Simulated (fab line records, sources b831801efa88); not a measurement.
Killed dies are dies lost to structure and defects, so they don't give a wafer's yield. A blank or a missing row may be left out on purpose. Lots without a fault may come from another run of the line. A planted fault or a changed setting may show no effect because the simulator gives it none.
fab line records | flow gf180mcu | part 1 of 2: steps 1 to 42 of 43
record lots=6 wafers=18 last_day=34
route steps=602 shown V4@496 MIM@503 M5@526 PASSIVATION@602
lots that met no fault: from a run of the same line without faults
start_h: hours from the record's first day to the start of the lot's first wafer shown | wait_h: hours since the lot's step before | " the same as in the row above | L1.1+2: a row that stands for several wafers | - no value, or no start given | * or withheld: withheld | < > ~ a bound
route shown NAME@n: a module of which the file shows steps, and the number in the route of the first | usual: mean/standard deviation of fault-free wafers | same: alike in all rows | chamber/n: place in a boat | sites: the reading at each site | _std_site: their standard deviation | _edge_site: outer sites' mean less inner sites' | radius_mm: how far each site lies from the wafer's centre | mask NAME#n: copy n | behind: the tool/chamber that last shaped the wafer | hold: why the lot was held/for how many hours/how that ended | device: the transistor (n, p or np) that didn't switch | end of line: the same wafers' tests at the end of the route | a step without rows: its recipe alone | killed: dies lost to structure and defects at the first sort, not the wafer's yield | map: a wafer's dies, x killed, . not, _ none there
set.NAME: the setting as run; set.NAME@STEP: as run at that earlier step | model.NAME: the simulator's own value behind a step, which no gauge read
lots at some steps of the route; a table a step, a row a wafer
services: from which hour (start_h, from the record's first day; less than 0 if before it) a tool's chamber was out of use, for how many hours, and why
## steps
# step GF_V4_CLEAN_20
# recipe chemistry=DIW dry=n2_spin
# step GF_V4_SPUTTER_21
# recipe material=Ti target_thk_nm=15 chamber_pressure_pa=5 power_w=2500 substrate_temp_c=200 time_s=80.02
# step GF_V4_SPUTTER_22
# recipe material=TiN target_thk_nm=10 chamber_pressure_pa=5 power_w=4000 time_s=40
# step GF_V4_CVD_23
# recipe material=W target_thk_nm=350 time_s=104.9 temp_c=400 pressure_torr=40
# step GF_V4_RS_MEAS_24
# recipe thk_meas_gauge=four-point-probe reads=W_of_V4_CVD_23+TiN_of_V4_SPUTTER_22+Ti_of_V4_SPUTTER_21
# usual V4_W_RS=0.325/0.0033
# columns lot.wafer tool chamber start_h wait_h V4_W_RS[ohm/sq]
L646.1 film_metro-04 - 618.17 0.1 0.325
L646.5 " - " " 0.321
L646.6 " - " " 0.326
L647.3 film_metro-03 - 628.94 0.1 0.325
L647.4 " - " " 0.327
L647.5 " - " " 0.328
L654.2 film_metro-03 - 679.96 0.1 0.326
L654.5 " - " " 0.326
L654.6 " - " " 0.330
L657.2 film_metro-03 - 705.34 0.1 0.322
L657.3 " - " " 0.322
L657.6 " - " " 0.320
L658.2 film_metro-01 - 707.14 0.1 0.322
L658.4 " - " " 0.327
L658.6 " - " " 0.322
L662.3 film_metro-03 - 731.37 0.1 0.324
L662.5 " - " " 0.325
L662.6 " - " " 0.320
# step GF_V4_THK_MEAS_25
# recipe thk_meas_gauge=xrf reads=W_of_V4_CVD_23
# usual V4_W_THK=351/4.2
# columns lot.wafer tool chamber start_h wait_h V4_W_THK[nm]
L646.1 film_metro-04 - 618.29 0.1 350
L646.5 " - " " 353
L646.6 " - " " 349
L647.3 film_metro-03 - 629.04 0.1 353
L647.4 " - " " 353
L647.5 " - " " 351
L654.2 film_metro-03 - 680.07 0.1 352
L654.5 " - " " 352
L654.6 " - " " 347
L657.2 film_metro-03 - 705.45 0.1 357
L657.3 " - " " 355
L657.6 " - " " 355
L658.2 film_metro-01 - 707.25 0.1 354
L658.4 " - " " 348
L658.6 " - " " 351
L662.3 film_metro-03 - 731.47 0.1 354
L662.5 " - " " 353
L662.6 " - " " 360
# step GF_V4_CMP_26
# recipe stop_on=SiO2 down_force_psi=3.5 platen_rpm=60 t_overpolish_s=15 target_thk_nm=0 pad_velocity_m_s=0.94248
# usual head_pressure_psi=3.500/0.0072 motor_current_A=10.8/1.1 overpolish_run_s=14.999/0.0095 time_to_endpoint_s=86/3.7
# columns lot.wafer tool chamber start_h wait_h head_pressure_psi motor_current_A overpolish_run_s time_to_endpoint_s
L646.1 cmp-02 2 618.35 0.1 3.511 11.0 14.993 94
L646.5 " 2 " " 3.496 10.9 15.014 93
L646.6 " 3 " " 3.493 11.7 15.013 88
L647.3 cmp-02 1 629.08 0.0 3.507 9.2 14.989 84
L647.4 " 0 " " 3.493 9.9 15.002 85
L647.5 " 2 " " 3.496 11.3 14.988 87
L654.2 cmp-02 1 680.17 0.1 3.510 9.2 14.998 86
L654.5 " 0 " " 3.514 10.0 15.007 83
L654.6 " 1 " " 3.507 8.8 14.995 83
L657.3 cmp-02 0 705.50 0.0 3.514 10.1 14.996 84
L657.2 " 2 " " 3.501 11.2 14.995 89
L657.6 " 0 " " 3.507 10.0 14.987 86
L658.2 cmp-01 0 707.30 0.0 3.501 11.5 14.989 81
L658.4 " 3 " " 3.505 10.6 15.005 83
L658.6 " 0 " " 3.495 11.0 14.985 80
L662.3 cmp-01 0 731.56 0.1 3.495 11.5 14.995 85
L662.6 " 3 " " 3.495 11.1 14.998 82
L662.5 " 0 " " 3.494 11.2 14.996 81
# step GF_MIM_SPUTTER_00
# recipe material=Ti target_thk_nm=37.5 arriving_ion_energy_ev=80 substrate_temp_c=200 chamber_pressure_pa=2 power_w=4000 time_s=150
# usual throttle_valve_pct=30.6/1.1
# columns lot.wafer tool chamber start_h wait_h throttle_valve_pct
L646.1 pvd_sputter-02 - 618.65 0.2 30.7
L646.5 " - " " 31.1
L646.6 " - " " 30.9
L647.3 pvd_sputter-02 - 629.38 0.2 32.2
L647.4 " - " " 31.4
L647.5 " - " " 31.3
L654.2 pvd_sputter-01 - 680.42 0.2 29.4
L654.5 " - " " 30.6
L654.6 " - " " 30.7
L657.2 pvd_sputter-02 - 705.80 0.1 31.5
L657.3 " - " " 30.6
L657.6 " - " " 30.6
L658.2 pvd_sputter-02 - 707.60 0.2 29.2
L658.4 " - " " 30.9
L658.6 " - " " 31.3
L662.3 pvd_sputter-04 - 731.81 0.2 30.2
L662.5 " - " " 30.2
L662.6 " - " " 32.0
# step GF_MIM_SPUTTER_01
# recipe material=TiN target_thk_nm=30 power_w=6500 time_s=25 chamber_pressure_pa=0.4
# step GF_MIM_SPUTTER_02
# recipe material=AlCu target_thk_nm=450 power_w=10600 time_s=23.9 chamber_pressure_pa=0.4
# step GF_MIM_SPUTTER_03
# recipe material=Ti target_thk_nm=10 substrate_temp_c=300 chamber_pressure_pa=0.3 power_w=3000 time_s=6.7
# step GF_MIM_SPUTTER_04
# recipe material=TiN target_thk_nm=50 power_w=6500 time_s=41.7 chamber_pressure_pa=0.4
# step GF_MIM_CVD_05
# recipe material=Si3N4 target_thk_nm=42 temp_max_c=400 temp_c=385 time_s=29.086 rf_w=450
# usual heater_power_w=695/92
# columns lot.wafer tool chamber start_h wait_h heater_power_w model.Si3N4_of_MIM_CVD_05.thk_nm
L646.1 pecvd-03 2 618.87 0.0 633 44.42
L646.5 " 0 " " 907 44.97
L646.6 " 1 " " 767 44.11
L647.3 pecvd-03 0 629.60 0.0 916 43.58
L647.4 " 0 " " 884 43.75
L647.5 " 2 " " 705 44.48
L654.2 pecvd-01 2 680.64 0.0 593 41.88
L654.5 " 1 " " 686 41.65
L654.6 " 2 " " 596 41.91
L657.2 pecvd-02 2 706.02 0.0 706 41.29
L657.3 " 0 " " 620 42.06
L657.6 " 0 " " 620 42.93
L658.2 pecvd-01 2 707.82 0.0 614 42.33
L658.4 " 0 " " 605 42.95
L658.6 " 1 " " 690 43.18
L662.3 pecvd-03 1 732.03 0.0 725 41.08
L662.5 " 1 " " 767 41.88
L662.6 " 0 " " 784 42.73
# step GF_MIM_THK_MEAS_06
# recipe reads=Si3N4_of_MIM_CVD_05
# usual MIM_CVD_05_THK=41.9/0.57
# columns lot.wafer tool chamber start_h wait_h hold MIM_CVD_05_THK[nm]
L646.1 film_metro-04 - 618.90 0.0 await_dispo/0.2h/release 44.4
L646.5 " - " " await_dispo/0.2h/release 44.9
L646.6 " - " " await_dispo/0.2h/release 44.1
L646.1 film_metro-04 - 619.18 0.3 - 44.4
L646.5 " - " " - 44.9
L646.6 " - " " - 44.1
L647.3 film_metro-02 - 629.65 0.0 await_dispo/0.2h/release 43.6
L647.4 " - " " await_dispo/0.2h/release 43.8
L647.5 " - " " await_dispo/0.2h/release 44.5
L647.3 film_metro-02 - 629.88 0.2 - 43.5
L647.4 " - " " - 43.7
L647.5 " - " " - 44.5
L654.2 film_metro-02 - 680.68 0.0 - 41.9
L654.5 " - " " - 41.7
L654.6 " - " " - 41.9
L657.2 film_metro-04 - 706.07 0.0 - 41.2
L657.3 " - " " - 42.1
L657.6 " - " " - 42.9
L658.2 film_metro-01 - 707.86 0.0 - 42.3
L658.4 " - " " - 43.0
L658.6 " - " " - 43.2
L662.3 film_metro-02 - 732.08 0.0 - 41.1
L662.5 " - " " - 41.9
L662.6 " - " " - 42.7
# step GF_MIM_SPUTTER_08
# recipe material=AlCu target_thk_nm=200 power_w=10600 time_s=10.6 chamber_pressure_pa=0.4
# step GF_MIM_SPUTTER_09
# recipe material=TiN target_thk_nm=35 power_w=6500 time_s=29.2 chamber_pressure_pa=0.4
# step GF_MIM_RS_MEAS_10
# recipe thk_meas_gauge=four-point-probe reads=TiN_of_MIM_SPUTTER_09+AlCu_of_MIM_SPUTTER_08+TiN_of_MIM_SPUTTER_07
# usual MIM_ALCU_RS=0.1610/0.002
# columns lot.wafer tool chamber start_h wait_h MIM_ALCU_RS[ohm/sq]
L646.1 film_metro-04 - 623.89 0.0 0.1593
L646.5 " - " " 0.1594
L646.6 " - " " 0.1613
L647.3 film_metro-01 - 631.35 0.1 0.1600
L647.4 " - " " 0.1615
L647.5 " - " " 0.1595
L654.2 film_metro-04 - 680.85 0.0 0.1601
L654.5 " - " " 0.1617
L654.6 " - " " 0.1627
L657.2 film_metro-02 - 706.24 0.0 0.1581
L657.3 " - " " 0.1594
L657.6 " - " " 0.1574
L658.2 film_metro-04 - 708.03 0.0 0.1589
L658.4 " - " " 0.1604
L658.6 " - " " 0.1586
L662.3 film_metro-02 - 732.26 0.1 0.1575
L662.5 " - " " 0.1565
L662.6 " - " " 0.1587
# step GF_MIM_THK_MEAS_11
# recipe thk_meas_gauge=xrf reads=AlCu_of_MIM_SPUTTER_08
# usual MIM_ALCU_THK=199.0/2.6
# columns lot.wafer tool chamber start_h wait_h MIM_ALCU_THK[nm]
L646.1 film_metro-04 - 624.01 0.1 200.4
L646.5 " - " " 200.5
L646.6 " - " " 199.5
L647.3 film_metro-01 - 631.45 0.1 200.5
L647.4 " - " " 199.0
L647.5 " - " " 200.8
L654.2 film_metro-04 - 680.96 0.1 198.8
L654.5 " - " " 197.0
L654.6 " - " " 195.7
L657.2 film_metro-02 - 706.35 0.1 202.9
L657.3 " - " " 201.4
L657.6 " - " " 205.1
L658.2 film_metro-04 - 708.14 0.1 200.7
L658.4 " - " " 199.3
L658.6 " - " " 203.2
L662.3 film_metro-02 - 732.36 0.1 203.1
L662.5 " - " " 204.9
L662.6 " - " " 201.7
# step GF_MIM_DEHYDRATE_12
# recipe temp_c=200 time_s=60
# step GF_MIM_HMDS_13
# recipe prime_time_s=60 prime_temp_c=120
# step GF_MIM_COAT_14
# recipe resist=NOVOLAK spin_rpm=3000 resist_thk_nm=1000
# step GF_MIM_SOFTBAKE_15
# recipe temp_c=90 time_s=60 resist=NOVOLAK
# step GF_MIM_EXPOSE_16
# recipe mask_id=FuseTop target_cd_nm=2000 na=0.6 source_shape=conventional sigma_outer=0.6 dose_mj=140
# step GF_MIM_PEB_17
# recipe temp_c=withheld time_s=* resist=NOVOLAK
# step GF_MIM_DEVELOP_18
# recipe develop_time_s=60 dev_temp_c=23
# step GF_MIM_METAL_ETCH_19
# recipe chemistry=Cl2/BCl3 mask_material=NOVOLAK stop_on=Si3N4 target_depth_nm=324.5 pressure_mtorr=8 icp_w=800 bias_w=140 Cl2_flow_sccm=80 bcl3_flow_sccm=40 time_s=54.1
# step GF_MIM_STRIP_20
# recipe chemistry=O2/N2 power_w=1400 pressure_mtorr=1500 platen_temp_c=250 o2_flow_sccm=3000 n2_flow_sccm=300 overash_fraction=0.5
# usual chamber_pressure_mTorr=1500.0/1.4 drypump_motor_current_A=5.6/0.41 heater_power_w=308/22 oes_product_au=0.692/0.0049 strip_time_to_endpoint_s=11.23/0.04
# columns lot.wafer tool chamber start_h wait_h chamber_pressure_mTorr drypump_motor_current_A heater_power_w oes_product_au rf_hours_counter_h strip_time_to_endpoint_s
L646.1 plasma_asher-01 1 639.39 0.0 1499.4 6.2 339 0.693 90 11.24
L646.5 " 0 " " 1499.6 6.1 294 0.698 - 11.28
L646.6 " 1 " " 1498.8 6.2 329 0.692 - 11.25
L647.3 plasma_asher-01 1 649.63 0.1 1499.5 6.2 332 0.696 - 11.20
L647.4 " 0 " " 1500.7 6.0 287 0.694 - 11.22
L647.5 " 1 " " 1500.9 6.2 330 0.694 - 11.25
L654.2 plasma_asher-02 0 699.61 0.1 1500.9 5.0 287 0.687 65 11.16
L654.5 " 1 " " 1497.7 5.3 290 0.687 - 11.17
L654.6 " 0 " " 1498.8 5.1 282 0.692 - 11.20
L657.2 plasma_asher-02 0 724.20 0.0 1498.3 5.1 292 0.681 67 11.13
L657.3 " 0 " " 1500.2 5.1 288 0.694 - 11.21
L657.6 " 0 " " 1500.7 5.1 289 0.684 - 11.14
L658.2 plasma_asher-01 1 725.55 0.0 1501.3 6.2 322 0.693 99 11.27
L658.4 " 1 " " 1501.2 6.2 326 0.696 - 11.18
L658.6 " 0 " " 1502.0 6.1 291 0.681 - 11.24
L662.3 plasma_asher-04 1 749.53 0.1 1502.5 5.7 303 0.688 - 11.23
L662.5 " 1 " " 1499.4 5.7 306 0.697 - 11.19
L662.6 " 0 " " 1498.2 5.8 345 0.694 - 11.20
# step GF_MIM_STRIP_21
# recipe chemistry=post_etch_residue_remover time_s=1200 temp_c=72.5
# step GF_MIM_CLEAN_22
# recipe chemistry=DIW dry=n2_spin
# step GF_M5_DEHYDRATE_00
# recipe temp_c=200 time_s=60
# step GF_M5_HMDS_01
# recipe prime_time_s=60 prime_temp_c=120
# step GF_M5_COAT_02
# recipe resist=KrF spin_rpm=withheld resist_thk_nm=1000
# step GF_M5_SOFTBAKE_03
# recipe temp_c=130 time_s=60 resist=KrF
# step GF_M5_EXPOSE_04
# recipe mask_id=Metal5 target_cd_nm=280 na=0.68 source_shape=conventional sigma_outer=0.6 dose_mj=28
# step GF_M5_PEB_05
# recipe peb_temp_c=135 peb_time_s=90 resist=KrF
# step GF_M5_DEVELOP_06
# recipe develop_time_s=60 dev_temp_c=21
# step GF_M5_CD_MEAS_07
# recipe target_cd_nm=280
# usual cd_nm=280.3/1.3
# columns lot.wafer tool chamber start_h wait_h cd_nm
L646.1 cd_sem-02 - 659.38 0.1 280.5
L646.5 " - " " 280.4
L646.6 " - " " 280.1
L647.3 cd_sem-01 - 669.67 0.1 279.5
L647.4 " - " " 280.4
L647.5 " - " " 281.4
L654.2 cd_sem-01 - 718.14 0.1 282.5
L654.5 " - " " 282.9
L654.6 " - " " 282.7
L657.2 cd_sem-02 - 742.00 0.1 280.2
L657.3 " - " " 279.9
L657.6 " - " " 280.3
L658.2 cd_sem-01 - 742.99 0.1 278.2
L658.4 " - " " 277.9
L658.6 " - " " 278.5
L662.3 cd_sem-02 - 765.31 0.1 281.3
L662.5 " - " " 281.0
L662.6 " - " " 281.9
# step GF_M5_OVL_MEAS_08
# usual M5_OVL=-2/4.2
# columns lot.wafer tool chamber start_h wait_h M5_OVL[nm]
L646.1 overlay-01 - 659.50 0.1 -5
L646.5 " - " " -1
L646.6 " - " " 2
L647.3 overlay-01 - 669.76 0.1 4
L647.4 " - " " -3
L647.5 " - " " -3
L654.2 overlay-02 - 718.25 0.1 -5
L654.5 " - " " 0
L654.6 " - " " -8
L657.2 overlay-01 - 742.11 0.1 -2
L657.3 " - " " -4
L657.6 " - " " -4
L658.2 overlay-01 - 743.10 0.1 -1
L658.4 " - " " -5
L658.6 " - " " -9
L662.3 overlay-02 - 765.40 0.1 -3
L662.5 " - " " 2
L662.6 " - " " -5
# step GF_M5_ETCH_09
# recipe chemistry=CF4/O2 target=Si3N4 target_depth_nm=52 source_w=800 bias_w=150 pressure_mtorr=150 cf4_flow_sccm=80 O2_flow_sccm=10 time_s=11.6
# usual O2_flow_sccm=9.999/0.028 cf4_flow_sccm=79.98/0.22 chamber_pressure_mTorr=149.99/0.13 drypump_motor_current_A=5.7/0.49 oes_product_au=0.999/0.0095 throttle_valve_pct=5.970/0.0098
# columns lot.wafer tool chamber start_h wait_h O2_flow_sccm cf4_flow_sccm chamber_pressure_mTorr drypump_motor_current_A oes_product_au rf_hours_counter_h throttle_valve_pct
L646.1 rie_diel-02 3 659.54 0.0 10.011 80.01 149.94 5.4 0.992 3 5.975
L646.5 " 3 " " 10.053 79.98 150.18 5.3 0.998 - 5.978
L646.6 " 0 " " 10.022 80.07 149.72 6.3 1.002 - 5.957
L647.3 rie_diel-02 3 669.79 0.0 9.999 80.05 149.98 5.4 0.989 3 5.978
L647.4 " 0 " " 10.035 80.06 149.90 6.3 0.999 14 5.968
L647.5 " 2 " " 10.031 79.96 150.02 6.4 0.983 - 5.957
L654.2 rie_diel-01 3 718.28 0.0 10.019 79.94 150.07 6.1 0.994 39 5.956
L654.5 " 3 " " 9.970 79.98 149.97 6.1 0.989 - 5.972
L654.6 " 0 " " 9.987 79.81 149.87 5.3 0.992 - 5.967
L657.2 rie_diel-04 0 742.14 0.0 9.983 79.76 150.08 5.2 1.014 8 5.974
L657.3 " 3 " " 9.951 80.09 150.08 5.3 0.992 30 5.962
L657.6 " 3 " " 10.025 80.06 149.97 5.3 1.000 - 5.954
L658.2 rie_diel-04 0 743.13 0.0 9.995 79.75 150.10 5.2 1.010 8 5.973
L658.4 " 1 " " 9.982 79.98 149.96 6.1 1.002 16 5.980
L658.6 " 2 " " 9.991 80.17 149.99 5.8 1.016 - 5.966
L662.3 rie_diel-04 1 765.43 0.0 9.978 79.98 150.18 6.1 0.995 17 5.983
L662.5 " 3 " " 10.036 80.09 150.05 5.3 0.988 - 5.966
L662.6 " 0 " " 10.006 79.60 149.86 5.2 1.011 - 5.972
# step GF_M5_METAL_ETCH_10
# recipe chemistry=Cl2/BCl3 mask_material=KrF target_depth_nm=627.5 stop_on=SiO2 pressure_mtorr=8 icp_w=800 bias_w=140 Cl2_flow_sccm=80 bcl3_flow_sccm=40 time_s=104.6
# step GF_M5_STRIP_11
# recipe chemistry=O2/N2 power_w=1400 pressure_mtorr=1500 platen_temp_c=250 o2_flow_sccm=3000 n2_flow_sccm=300 overash_fraction=0.5
# usual chamber_pressure_mTorr=1499.9/1.4 drypump_motor_current_A=5.5/0.52 heater_power_w=313/25 oes_product_au=0.544/0.0051 strip_time_to_endpoint_s=7.54/0.048
# columns lot.wafer tool chamber start_h wait_h chamber_pressure_mTorr drypump_motor_current_A heater_power_w oes_product_au rf_hours_counter_h strip_time_to_endpoint_s
L646.1 plasma_asher-03 0 659.67 0.1 1498.6 6.8 334 0.533 95 7.58
L646.5 " 0 " " 1499.7 6.8 336 0.545 - 7.56
L646.6 " 1 " " 1498.6 4.9 324 0.535 - 7.51
L647.3 plasma_asher-02 1 669.96 0.1 1498.7 5.2 300 0.543 - 7.55
L647.4 " 0 " " 1500.2 5.1 288 0.551 - 7.55
L647.5 " 0 " " 1498.6 5.1 292 0.545 - 7.59
L654.2 plasma_asher-03 1 718.41 0.1 1500.4 5.0 315 0.549 102 7.51
L654.5 " 1 " " 1499.4 4.9 319 0.541 - 7.51
L654.6 " 0 " " 1499.7 6.8 331 0.544 - 7.50
L657.2 plasma_asher-02 1 742.28 0.1 1499.5 5.3 295 0.550 69 7.59
L657.3 " 1 " " 1501.5 5.3 292 0.548 - 7.60
L657.6 " 0 " " 1502.3 5.1 282 0.550 - 7.61
L658.2 plasma_asher-04 0 743.26 0.1 1499.8 5.8 365 0.545 37 7.57
L658.4 " 1 " " 1498.3 5.7 310 0.540 - 7.57
L658.6 " 0 " " 1501.3 5.8 361 0.538 - 7.60
L662.3 plasma_asher-04 0 765.60 0.1 1499.6 5.8 362 0.545 - 7.58
L662.5 " 1 " " 1500.7 5.7 305 0.545 - 7.58
L662.6 " 0 " " 1501.2 5.8 354 0.530 - 7.48
# step GF_M5_STRIP_12
# recipe chemistry=post_etch_residue_remover time_s=1200 temp_c=72.5
# usual bath_guard_temp_C=72.5/0.42
# columns lot.wafer tool chamber start_h wait_h bath_guard_temp_C model.Si3N4_of_MIM_CVD_05.thk_nm
L646.1 wet_bench-03 0 659.77 0.1 72.2 43.7
L646.5 " 0 " " 72.2 44.26
L646.6 " 0 " " 72.3 43.39
L647.3 wet_bench-03 3 670.02 0.0 72.7 42.86
L647.4 " 3 " " 72.3 43.03
L647.5 " 3 " " 72.4 43.76
L654.2 wet_bench-03 0 718.51 0.1 72.6 41.17
L654.5 " 0 " " 72.1 40.94
L654.6 " 0 " " 72.2 41.2
L657.2 wet_bench-02 3 742.38 0.1 72.6 40.57
L657.3 " 3 " " 72.4 41.34
L657.6 " 3 " " 72.7 42.21
L658.2 wet_bench-01 0 743.36 0.1 72.8 41.61
L658.4 " 0 " " 73.2 42.23
L658.6 " 0 " " 73.1 42.46
L662.3 wet_bench-02 3 765.66 0.0 72.3 40.36
L662.5 " 3 " " 72.3 41.16
L662.6 " 3 " " 72.6 42
## key
first_sign step=GF_MIM_THK_MEAS_06 reading=visit direction=added
effect step=GF_MIM_THK_MEAS_06 reading=MIM_CVD_05_THK direction=up sigmas=4 usual=41.9 struck=44.2
model_effect step=GF_MIM_CVD_05 value=Si3N4_of_MIM_CVD_05.thk_nm without=41.83 struck=44.22
model_effect step=GF_M5_STRIP_12 value=Si3N4_of_MIM_CVD_05.thk_nm without=41.11 struck=43.5
model_effect step=GF_PASSIVATION_PROBE_99 value=etest.cap_mim.bv_v without=25.12 struck=26.56
met_at GF_MIM_CVD_05
struck_wafers L646.1,L646.5,L646.6,L647.3,L647.4,L647.5
fault kind=process_parameter_drift tool=pecvd-03 chamber=- onset_h=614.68 steps=GF_MIM_CVD_05 channel=target_thk_nm offset=2.3847 shape=step end_h=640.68 acts_in=these_recipes_only stated=42
